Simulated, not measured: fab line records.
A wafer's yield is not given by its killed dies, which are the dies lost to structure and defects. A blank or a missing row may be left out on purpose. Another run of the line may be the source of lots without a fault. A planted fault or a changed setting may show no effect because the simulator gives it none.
Matching of chambers / flow gf180mcu / GF_CONTACT_CVD_02 on pecvd-04 has 3 sister chambers
The step deposits SiO2 from TEOS, target thk 860 nm, time 95.992 s. 3 wafers are shown with their chamber, then 11 later ones without.

## EACH WAFER AND ITS CHAMBER
wafer=L088.4; chamber=2; heaterPowerOuterW (W)=506
wafer=L088.6; chamber=0; heaterPowerOuterW (W)=345
wafer=L089.3; chamber=1; heaterPowerOuterW (W)=385

## WAFERS WHOSE CHAMBER IS MISSING
wafer=L089.4; heaterPowerOuterW (W)=298
wafer=L089.6; heaterPowerOuterW (W)=345
wafer=L093.1; heaterPowerOuterW (W)=439
wafer=L093.3; heaterPowerOuterW (W)=426
wafer=L093.6; heaterPowerOuterW (W)=343
wafer=L095.1; heaterPowerOuterW (W)=460
wafer=L095.3; heaterPowerOuterW (W)=358
wafer=L095.6; heaterPowerOuterW (W)=492
wafer=L096.2; heaterPowerOuterW (W)=441
wafer=L096.3; heaterPowerOuterW (W)=357
wafer=L096.4; heaterPowerOuterW (W)=477

## CHAMBER TAKEN BY EACH
wafer=L089.4; from the rows above=can't be placed: 0 or 1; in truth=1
wafer=L089.6; from the rows above=can't be placed: 0 or 1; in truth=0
wafer=L093.1; from the rows above=can't be placed: 1 or 2 or 0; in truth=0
wafer=L093.3; from the rows above=can't be placed: 1 or 2 or 0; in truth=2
wafer=L093.6; from the rows above=can't be placed: 0 or 1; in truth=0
wafer=L095.1; from the rows above=can't be placed: 2 or 1 or 0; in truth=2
wafer=L095.3; from the rows above=can't be placed: 0 or 1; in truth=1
wafer=L095.6; from the rows above=2; in truth=2
wafer=L096.2; from the rows above=can't be placed: 1 or 2 or 0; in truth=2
wafer=L096.3; from the rows above=can't be placed: 0 or 1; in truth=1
wafer=L096.4; from the rows above=can't be placed: 2 or 1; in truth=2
1 of 11 placed correctly. Can't be placed from these rows: 10 (the true chamber is among the candidates in 10). Wrongly placed: 0.
How it was worked out, from the rows above alone: a wafer's distance from a chamber is the root of the sum, over the readings, of the square of ((its reading less the chamber's mean) divided by the reading's scatter). The wafer belongs to the nearest chamber; if the next one is less than 2 further off, it can't be placed. The mean given for a chamber averages the wafers shown for that chamber. The scatter (one wafer shown for each chamber): square how far every hidden wafer sits from the nearest shown wafer, average those squares and take the square root.
